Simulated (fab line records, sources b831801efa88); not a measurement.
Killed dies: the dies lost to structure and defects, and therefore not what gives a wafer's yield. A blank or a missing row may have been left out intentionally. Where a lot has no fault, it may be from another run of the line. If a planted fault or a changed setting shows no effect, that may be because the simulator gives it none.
fab line records | flow sky130
record: lots: 6 | wafers: 18 | lastDay: 49
route steps=708 shown RES_XHIGH@332 SD_N@342 PAD_OPEN@708
lots that met no fault: from a run of the same line without faults
startH: start of the lot's first displayed wafer, in hours after the record's first day | waitH: hours from the lot's prior step to this one | " the same as in the row above | L1.1+2: a row that stands for several wafers | - no value present, or no start provided | * or withheld: withheld | < > ~ a bound
route shown NAME@n: NAME is a module with steps in the file, n the number in the route of the first one | usual: the fault-free wafers' mean and standard deviation | same: alike in all rows | chamber/n: place in a boat | sites: each site's reading | _std_site: standard deviation across them | _edge_site: outer sites' mean less inner sites' | radiusMm: for every site, how far away it sits from the centre of the wafer | mask NAME#n: copy n | behind: the tool/chamber that last shaped the wafer | hold: cause of the lot's hold/its duration in hours/its outcome | device: the n, p or np transistor that did not switch | end of line: the route-end tests of the same wafers | a step given without rows: its recipe and nothing more | killed: dies lost to structure and defects at the first sort, not the wafer's yield | map: shows each die of a wafer: x if killed, . if not, _ if none is there
set.NAME: the setting that was run; set.NAME@STEP: the one run at that earlier step | model.NAME: the simulator's own value behind a step, which no gauge read
lots at some steps of the route; a table a step, a row a wafer
services: from which hour (startH, from the record's first day; less than 0 if before it) a tool's chamber was out of use, for how many hours, and why
== steps ==
step: SKY_RES_XHIGH_DEHYDRATE_00
recipe: tempC: 200 | timeS: 60
step: SKY_RES_XHIGH_HMDS_01
recipe: primeTimeS: 60 | primeTempC: 120
step: SKY_RES_XHIGH_COAT_02
recipe: resist: NOVOLAK | spinRpm: 3000 | resistThkNm: 1140
step: SKY_RES_XHIGH_SOFTBAKE_03
recipe: tempC: 90 | timeS: 60 | resist: NOVOLAK
step: SKY_RES_XHIGH_EXPOSE_04
recipe: maskId: URPM | na: 0.6 | sourceShape: conventional | sigmaOuter: 0.6 | polarization: unpolarized | targetCdNm: 1270 | doseMj: 140
step: SKY_RES_XHIGH_PEB_05
recipe: tempC: withheld | timeS: * | resist: NOVOLAK
step: SKY_RES_XHIGH_DEVELOP_06
recipe: resist: NOVOLAK | developer: TMAH | developTimeS: 60 | devTempC: 23
step: SKY_RES_XHIGH_IMPLANT_07
recipe: species: BF2 | energyKev: 20 | doseCm2: 3.6e+14 | tiltDeg: 0
step: SKY_RES_XHIGH_STRIP_08
recipe: chemistry: O2/N2 | powerW: 1400 | pressureMtorr: 1500 | platenTempC: withheld | o2FlowSccm: 3000 | n2FlowSccm: 300 | overashFraction: 0.5
usual: drypumpMotorCurrentA: 5.6/0.69 | n2FlowSccm: 299.9/1.1 | oesProductAu: 0.711/0.0048 | stripTimeToEndpointS: 14.28/0.047
same: overashFraction: 0.5
lot.wafer | tool           | chamber | startH | waitH | drypumpMotorCurrentA | n2FlowSccm | oesProductAu | rfHoursCounterH | stripTimeToEndpointS
L848.2    | plasmaAsher-04 | 1       | 624.88 | 0.1   | 4.7                  | 300.0      | 0.711        | 92              | 14.28
L848.5    | "              | 1       | "      | "     | 4.7                  | 299.5      | 0.706        | -               | 14.26
L848.6    | "              | 0       | "      | "     | 6.7                  | 299.9      | 0.710        | -               | 14.30
L857.1    | plasmaAsher-03 | 0       | 704.73 | 0.1   | 5.8                  | 303.1      | 0.711        | 28              | 14.32
L857.2    | "              | 1       | "      | "     | 5.4                  | 299.1      | 0.713        | 28              | 14.34
L857.6    | "              | 0       | "      | "     | 5.8                  | 302.5      | 0.703        | -               | 14.30
L856.1    | plasmaAsher-03 | 0       | 706.03 | 0.1   | 5.8                  | 299.0      | 0.709        | 28              | 14.32
L856.3    | "              | 1       | "      | "     | 5.5                  | 300.1      | 0.714        | -               | 14.28
L856.6    | "              | 0       | "      | "     | 5.8                  | 300.3      | 0.701        | -               | 14.27
L865.2    | plasmaAsher-03 | 0       | 757.08 | 0.1   | 5.8                  | 301.0      | 0.713        | 34              | 14.28
L865.4    | "              | 1       | "      | "     | 5.5                  | 299.7      | 0.709        | -               | 14.26
L865.6    | "              | 1       | "      | "     | 5.5                  | 299.1      | 0.712        | -               | 14.27
L866.1    | plasmaAsher-04 | 0       | 766.28 | 0.1   | 6.7                  | 300.0      | 0.711        | 0               | 14.28
L866.4    | "              | 0       | "      | "     | 6.7                  | 301.1      | 0.705        | -               | 14.26
L866.6    | "              | 1       | "      | "     | 4.7                  | 301.1      | 0.709        | -               | 14.30
L869.1    | plasmaAsher-03 | 1       | 783.93 | 0.1   | 5.4                  | 299.6      | 0.703        | 37              | 14.38
L869.3    | "              | 0       | "      | "     | 5.8                  | 299.3      | 0.707        | -               | 14.39
L869.6    | "              | 1       | "      | "     | 5.5                  | 301.3      | 0.710        | -               | 14.38
step: SKY_RES_XHIGH_TW_MEAS_09
usual: RES_XHIGH_TW: 1628/8.3
lot.wafer | tool         | chamber | startH | waitH | RES_XHIGH_TW
L848.2    | filmMetro-04 | -       | 624.99 | 0.1   | 1622
L848.5    | "            | -       | "      | "     | 1624
L848.6    | "            | -       | "      | "     | 1627
L857.1    | filmMetro-02 | -       | 704.83 | 0.1   | 1631
L857.2    | "            | -       | "      | "     | 1625
L857.6    | "            | -       | "      | "     | 1629
L856.1    | filmMetro-01 | -       | 706.13 | 0.1   | 1637
L856.3    | "            | -       | "      | "     | 1634
L856.6    | "            | -       | "      | "     | 1629
L865.2    | filmMetro-02 | -       | 757.19 | 0.1   | 1622
L865.4    | "            | -       | "      | "     | 1620
L865.6    | "            | -       | "      | "     | 1630
L866.1    | filmMetro-02 | -       | 766.38 | 0.1   | 1618
L866.4    | "            | -       | "      | "     | 1627
L866.6    | "            | -       | "      | "     | 1629
L869.1    | filmMetro-04 | -       | 784.03 | 0.1   | 1613
L869.3    | "            | -       | "      | "     | 1617
L869.6    | "            | -       | "      | "     | 1612
step: SKY_SD_N_DEHYDRATE_00
recipe: tempC: 200 | timeS: 60
step: SKY_SD_N_HMDS_01
recipe: primeTimeS: 60 | primeTempC: 120
step: SKY_SD_N_COAT_02
recipe: resist: NOVOLAK | spinRpm: 3000 | resistThkNm: 1140
usual: chillPlateTempC: 23.00/0.1 | dispensePressureKPa: 52/3.1
lot.wafer | tool          | chamber | startH | waitH | chillPlateTempC | dispensePressureKPa
L848.2    | lithoTrack-04 | 0       | 638.66 | 0.1   | 22.93           | 55
L848.5    | "             | 0       | "      | "     | 23.12           | 55
L848.6    | "             | 0       | "      | "     | 22.94           | 55
L857.1    | lithoTrack-04 | -       | 719.03 | 0.1   | -               | -
L857.2    | "             | -       | "      | "     | -               | -
L857.6    | "             | -       | "      | "     | -               | -
L856.1    | lithoTrack-04 | -       | 719.63 | 0.1   | -               | -
L856.3    | "             | -       | "      | "     | -               | -
L856.6    | "             | -       | "      | "     | -               | -
L865.2    | lithoTrack-04 | 0       | 768.86 | 0.1   | 22.91           | 55
L865.4    | "             | 0       | "      | "     | 22.85           | 55
L865.6    | "             | 0       | "      | "     | 22.91           | 55
L866.1    | lithoTrack-04 | 0       | 779.83 | 0.1   | 23.03           | 55
L866.4    | "             | 0       | "      | "     | 23.02           | 55
L866.6    | "             | 0       | "      | "     | 22.87           | 55
L869.1    | lithoTrack-03 | 0       | 795.38 | 0.1   | 23.01           | 47
L869.3    | "             | 0       | "      | "     | 23.05           | 47
L869.6    | "             | 0       | "      | "     | 23.01           | 47
step: SKY_SD_N_SOFTBAKE_03
recipe: tempC: 90 | timeS: 60 | resist: NOVOLAK
step: SKY_SD_N_EXPOSE_04
recipe: maskId: NSDM | na: 0.6 | sourceShape: conventional | sigmaOuter: 0.6 | polarization: unpolarized | targetCdNm: 380 | doseMj: 141
step: SKY_SD_N_PEB_05
recipe: tempC: withheld | timeS: * | resist: NOVOLAK
step: SKY_SD_N_DEVELOP_06
recipe: resist: NOVOLAK | developer: TMAH | developTimeS: 60 | devTempC: 23
step: SKY_SD_N_CD_MEAS_07
recipe: targetCdNm: 380
usual: cdNm: 380.1/2.1
lot.wafer | tool     | chamber | startH | waitH | cdNm
L848.2    | cdSem-01 | -       | 652.56 | 0.1   | 378.5
L848.5    | "        | -       | "      | "     | 378.2
L848.6    | "        | -       | "      | "     | 378.3
L857.1    | cdSem-02 | -       | 732.28 | 0.1   | -
L857.2    | "        | -       | "      | "     | -
L857.6    | "        | -       | "      | "     | -
L856.1    | cdSem-02 | -       | 732.88 | 0.1   | -
L856.3    | "        | -       | "      | "     | -
L856.6    | "        | -       | "      | "     | -
L865.2    | cdSem-01 | -       | 783.30 | 0.1   | 382.3
L865.4    | "        | -       | "      | "     | 382.3
L865.6    | "        | -       | "      | "     | 380.0
L866.1    | cdSem-02 | -       | 792.33 | 0.1   | 378.1
L866.4    | "        | -       | "      | "     | 382.2
L866.6    | "        | -       | "      | "     | 377.2
L869.1    | cdSem-01 | -       | 809.33 | 0.1   | 377.5
L869.3    | "        | -       | "      | "     | 377.6
L869.6    | "        | -       | "      | "     | 377.6
step: SKY_SD_N_OVL_MEAS_08
usual: SD_N_OVL: 0.6/1.3
lot.wafer | tool       | chamber | startH | waitH | SD_N_OVL[nm]
L848.2    | overlay-01 | -       | 652.66 | 0.1   | 0.4
L848.5    | "          | -       | "      | "     | 1.0
L848.6    | "          | -       | "      | "     | -1.0
L857.1    | overlay-02 | -       | 732.40 | 0.1   | -
L857.2    | "          | -       | "      | "     | -
L857.6    | "          | -       | "      | "     | -
L856.1    | overlay-02 | -       | 733.00 | 0.1   | -
L856.3    | "          | -       | "      | "     | -
L856.6    | "          | -       | "      | "     | -
L865.2    | overlay-02 | -       | 783.41 | 0.1   | 0.8
L865.4    | "          | -       | "      | "     | 0.0
L865.6    | "          | -       | "      | "     | 0.8
L866.1    | overlay-01 | -       | 792.45 | 0.1   | 0.1
L866.4    | "          | -       | "      | "     | -0.7
L866.6    | "          | -       | "      | "     | -0.4
L869.1    | overlay-01 | -       | 809.45 | 0.1   | -0.2
L869.3    | "          | -       | "      | "     | 0.5
L869.6    | "          | -       | "      | "     | -1.5
step: SKY_PAD_OPEN_PROBE_99
usual: killed_at_M0_to_M3: 44/6.6 | killed_at_M4_up: 2.9/1.8 | killedAtContacts: 24/4.8 | killedAtFrontEnd: 15/4.5 | killedAtOther: 0.3/0.64 | killedDies: 86/8.7 | killedOnRim: 17/3.8 | killedOpen: 47/6.5 | killedShort: 39/5.8
same: grossDies: 492 | killedAtBackSide: 0
lot.wafer | tool      | chamber | startH  | waitH | killed_at_M0_to_M3 | killed_at_M4_up | killedAtContacts | killedAtFrontEnd | killedAtOther | killedDies | killedOnRim | killedOpen | killedShort
L848.2    | prober-02 | -       | 1076.40 | 0.1   | 41                 | 4               | 19               | 18               | 1             | 83         | 17          | 41         | 41
L848.5    | prober-02 | -       | 1076.55 | 0.2   | 57                 | 1               | 18               | 16               | 0             | 92         | 12          | 54         | 38
L848.6    | prober-02 | -       | 1076.60 | 0.2   | 42                 | 2               | 29               | 12               | 1             | 86         | 15          | 37         | 48
L857.1    | prober-02 | -       | 1138.44 | 0.1   | 52                 | 2               | 17               | 421              | 0             | 492        | 96          | 42         | 40
L857.2    | prober-02 | -       | 1138.49 | 0.1   | 41                 | 4               | 23               | 424              | 0             | 492        | 96          | 41         | 41
L856.1    | prober-01 | -       | 1139.22 | 0.1   | 42                 | 0               | 21               | 428              | 1             | 492        | 96          | 43         | 33
L856.3    | prober-01 | -       | 1139.32 | 0.2   | 43                 | 2               | 21               | 425              | 1             | 492        | 96          | 38         | 50
L856.6    | prober-01 | -       | 1139.47 | 0.2   | 49                 | 7               | 31               | 405              | 0             | 492        | 96          | 49         | 50
L865.2    | prober-01 | -       | 1170.09 | 0.1   | 50                 | 5               | 17               | 6                | 0             | 78         | 15          | 40         | 37
L865.4    | prober-01 | -       | 1170.19 | 0.2   | 57                 | 2               | 23               | 7                | 0             | 89         | 13          | 49         | 40
L865.6    | prober-01 | -       | 1170.29 | 0.2   | 38                 | 1               | 25               | 12               | 0             | 76         | 14          | 43         | 31
L866.1    | prober-02 | -       | 1177.85 | 0.1   | 42                 | 4               | 31               | 16               | 0             | 93         | 25          | 44         | 49
L866.4    | prober-02 | -       | 1178.00 | 0.2   | 43                 | 6               | 25               | 9                | 1             | 84         | 16          | 49         | 35
L866.6    | prober-02 | -       | 1178.10 | 0.2   | 52                 | 1               | 19               | 17               | 0             | 89         | 16          | 48         | 41
L869.1    | prober-01 | -       | 1186.76 | 0.1   | 41                 | 4               | 25               | 22               | 1             | 93         | 21          | 55         | 37
L869.3    | prober-01 | -       | 1186.86 | 0.2   | 36                 | 4               | 21               | 21               | 0             | 82         | 20          | 42         | 35
L869.6    | prober-01 | -       | 1187.01 | 0.2   | 53                 | 3               | 16               | 13               | 0             | 85         | 9           | 48         | 36
killed by level:class
L848.2 LI_CONTACT:geometricParticle:open=8 VIA2:geometricParticle:open=8 FIELD_ISO:geometricParticle:short=6 POLY_GATE:geometricParticle:open=6 METAL3:geometricParticle:short=6 VIA2:geometricParticle:short=5 CONTACT:geometricParticle:short=4 VIA1:geometricParticle:open=4
L848.5 VIA2:geometricParticle:open=13 VIA1:geometricParticle:open=12 FIELD_ISO:geometricParticle:open=8 CONTACT:geometricParticle:open=8 VIA2:geometricParticle:short=5 METAL1:geometricParticle:short=5 VIA1:geometricParticle:short=5 METAL2:geometricParticle:short=5
L848.6 CONTACT:geometricParticle:open=13 CONTACT:geometricParticle:short=8 VIA1:geometricParticle:open=8 METAL2:geometricParticle:short=7 VIA2:geometricParticle:open=7 METAL1:geometricParticle:short=6 VIA1:geometricParticle:short=6 FIELD_ISO:geometricParticle:short=4
L857.1 SD_N:areaExpose=410 VIA1:geometricParticle:open=12 VIA1:geometricParticle:short=8 METAL2:geometricParticle:short=7 VIA2:geometricParticle:open=6 METAL3:geometricParticle:short=5 LI_CONTACT:geometricParticle:open=5 CONTACT:geometricParticle:open=5
L857.2 SD_N:areaExpose=410 VIA1:geometricParticle:open=8 METAL2:geometricParticle:short=7 VIA3:geometricParticle:open=7 CONTACT:geometricParticle:open=6 LOCAL_INTERCONNECT:geometricParticle:short=5 FIELD_ISO:geometricParticle:short=5 CONTACT:geometricParticle:short=5
L856.1 SD_N:areaExpose=416 VIA1:geometricParticle:open=10 CONTACT:geometricParticle:open=8 VIA2:geometricParticle:open=7 LI_CONTACT:geometricParticle:open=6 METAL1:geometricParticle:short=5 POLY_GATE:geometricParticle:open=4 CONTACT:geometricParticle:short=4
L856.3 SD_N:areaExpose=404 VIA1:geometricParticle:open=13 CONTACT:geometricParticle:open=8 POLY_GATE:geometricParticle:short=6 FIELD_ISO:geometricParticle:short=5 VIA1:geometricParticle:short=5 METAL2:geometricParticle:short=5 VIA3:geometricParticle:short=5
L856.6 SD_N:areaExpose=393 CONTACT:geometricParticle:open=11 VIA1:geometricParticle:open=11 LI_CONTACT:geometricParticle:open=8 METAL1:geometricParticle:short=7 METAL4:geometricParticle:short=7 VIA1:geometricParticle:short=6 VIA2:geometricParticle:short=6
L865.2 VIA1:geometricParticle:open=13 VIA2:geometricParticle:open=8 VIA3:geometricParticle:open=7 METAL2:geometricParticle:short=7 VIA1:geometricParticle:short=5 LI_CONTACT:geometricParticle:open=4 METAL4:geometricParticle:short=4 LI_CONTACT:geometricParticle:short=3
L865.4 VIA1:geometricParticle:open=15 CONTACT:geometricParticle:open=10 LI_CONTACT:geometricParticle:open=8 METAL2:geometricParticle:short=8 VIA2:geometricParticle:open=6 VIA1:geometricParticle:short=5 METAL3:geometricParticle:short=5 VIA3:geometricParticle:short=5
L865.6 VIA2:geometricParticle:open=12 LI_CONTACT:geometricParticle:open=8 CONTACT:geometricParticle:open=6 VIA1:geometricParticle:open=6 LI_CONTACT:geometricParticle:short=4 CONTACT:geometricParticle:short=4 VIA1:geometricParticle:short=4 POLY_GATE:geometricParticle:short=3
L866.1 CONTACT:geometricParticle:short=12 VIA2:geometricParticle:open=9 VIA1:geometricParticle:open=8 LOCAL_INTERCONNECT:geometricParticle:short=7 LI_CONTACT:geometricParticle:open=6 VIA3:geometricParticle:short=5 VIA3:geometricParticle:open=5 POLY_GATE:geometricParticle:short=4
L866.4 VIA1:geometricParticle:open=15 CONTACT:geometricParticle:open=6 LI_CONTACT:geometricParticle:open=6 METAL2:geometricParticle:short=5 VIA3:geometricParticle:open=5 LI_CONTACT:geometricParticle:short=5 VIA3:geometricParticle:short=5 CONTACT:geometricParticle:short=4
L866.6 VIA1:geometricParticle:open=12 VIA3:geometricParticle:open=8 VIA2:geometricParticle:open=6 SPACER:geometricParticle:open=5 METAL2:geometricParticle:short=5 VIA2:geometricParticle:short=5 POLY_GATE:geometricParticle:open=4 LI_CONTACT:geometricParticle:short=4
L869.1 VIA1:geometricParticle:open=14 FIELD_ISO:geometricParticle:short=9 CONTACT:geometricParticle:open=9 VIA2:geometricParticle:open=8 CONTACT:geometricParticle:short=7 LI_CONTACT:geometricParticle:open=6 METAL2:geometricParticle:short=4 POLY_GATE:geometricParticle:open=4
L869.3 VIA1:geometricParticle:open=10 CONTACT:geometricParticle:open=9 VIA2:geometricParticle:open=9 POLY_GATE:geometricParticle:short=4 CONTACT:geometricParticle:short=4 METAL2:geometricParticle:short=4 NWELL:coatMicrobubblePrinted=4 FIELD_ISO:geometricParticle:short=3
L869.6 VIA1:geometricParticle:open=11 VIA3:geometricParticle:open=11 VIA1:geometricParticle:short=6 METAL2:geometricParticle:short=6 CONTACT:geometricParticle:open=5 METAL1:geometricParticle:short=5 VIA2:geometricParticle:open=5 LI_CONTACT:geometricParticle:open=4
map L856.1 (x killed, . not)
__________xxxxxxxxxx_________
________xxxxxxxxxxxxxx_______
______xxxxxxxxxxxxxxxxxx_____
_____xxxxxxxxxxxxxxxxxxxx____
____xxxxxxxxxxxxxxxxxxxxxx___
___xxxxxxxxxxxxxxxxxxxxxxxx__
__xxxxxxxxxxxxxxxxxxxxxxxxxx_
_xxxxxxxxxxxxxxxxxxxxxxxxxxxx
_xxxxxxxxxxxxxxxxxxxxxxxxxxxx
_xxxxxxxxxxxxxxxxxxxxxxxxxxxx
_xxxxxxxxxxxxxxxxxxxxxxxxxxxx
_xxxxxxxxxxxxxxxxxxxxxxxxxxxx
_xxxxxxxxxxxxxxxxxxxxxxxxxxxx
_xxxxxxxxxxxxxxxxxxxxxxxxxxxx
_xxxxxxxxxxxxxxxxxxxxxxxxxxxx
__xxxxxxxxxxxxxxxxxxxxxxxxxx_
___xxxxxxxxxxxxxxxxxxxxxxxx__
____xxxxxxxxxxxxxxxxxxxxxx___
_____xxxxxxxxxxxxxxxxxxxx____
______xxxxxxxxxxxxxxxxxx_____
________xxxxxxxxxxxxxx_______
__________xxxxxxxxxx_________
map L857.1 (x killed, . not)
__________xxxxxxxxxx_________
________xxxxxxxxxxxxxx_______
______xxxxxxxxxxxxxxxxxx_____
_____xxxxxxxxxxxxxxxxxxxx____
____xxxxxxxxxxxxxxxxxxxxxx___
___xxxxxxxxxxxxxxxxxxxxxxxx__
__xxxxxxxxxxxxxxxxxxxxxxxxxx_
_xxxxxxxxxxxxxxxxxxxxxxxxxxxx
_xxxxxxxxxxxxxxxxxxxxxxxxxxxx
_xxxxxxxxxxxxxxxxxxxxxxxxxxxx
_xxxxxxxxxxxxxxxxxxxxxxxxxxxx
_xxxxxxxxxxxxxxxxxxxxxxxxxxxx
_xxxxxxxxxxxxxxxxxxxxxxxxxxxx
_xxxxxxxxxxxxxxxxxxxxxxxxxxxx
_xxxxxxxxxxxxxxxxxxxxxxxxxxxx
__xxxxxxxxxxxxxxxxxxxxxxxxxx_
___xxxxxxxxxxxxxxxxxxxxxxxx__
____xxxxxxxxxxxxxxxxxxxxxx___
_____xxxxxxxxxxxxxxxxxxxx____
______xxxxxxxxxxxxxxxxxx_____
________xxxxxxxxxxxxxx_______
__________xxxxxxxxxx_________
== services ==
tool           | chamber | startH | hours | kind
plasmaAsher-04 | -       | 733.75 | 9.0   | pm
plasmaAsher-04 | 0       | 733.75 | 9.0   | ventCycle
plasmaAsher-04 | 1       | 733.75 | 9.0   | ventCycle
plasmaAsher-04 | 0       | 742.75 | -     | clean
plasmaAsher-04 | 1       | 742.75 | -     | clean
plasmaAsher-04 | -       | 744.85 | 21.2  | pm
== key ==
firstSign: step: SKY_SD_N_COAT_02 | reading: toolRecord | direction: missing
effect: step: SKY_SD_N_CD_MEAS_07 | reading: cdNm | direction: missing
effect: step: SKY_SD_N_OVL_MEAS_08 | reading: SD_N_OVL | direction: missing
effect: step: SKY_PAD_OPEN_PROBE_99 | reading: killedAtFrontEnd | direction: up | sigmas: 91 | usual: 15 | struck: 421
moreKillsBornAt: SKY_SD_N_EXPOSE_04@ilineStepper-01: 2033
metAt SKY_SD_N_COAT_02
struckWafers L856.1,L856.3,L856.6,L857.1,L857.2,L857.6
testerLeftOut L856,L857
onsetBetween 638.66 719.03
fault: kind: skippedStepWhole | tool: lithoTrack-04 | chamber: - | onsetH: 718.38 | steps: SKY_SD_N_COAT_02 | scope: struckLotsOnly
testerLeftOut: of these lots the tester's yield and bins aren't shown, on N5 and GAA mostly nor the transistor test; their killed dies are dies lost to structure and defects alone, not to doping, threshold or leakage, so they don't give the yield
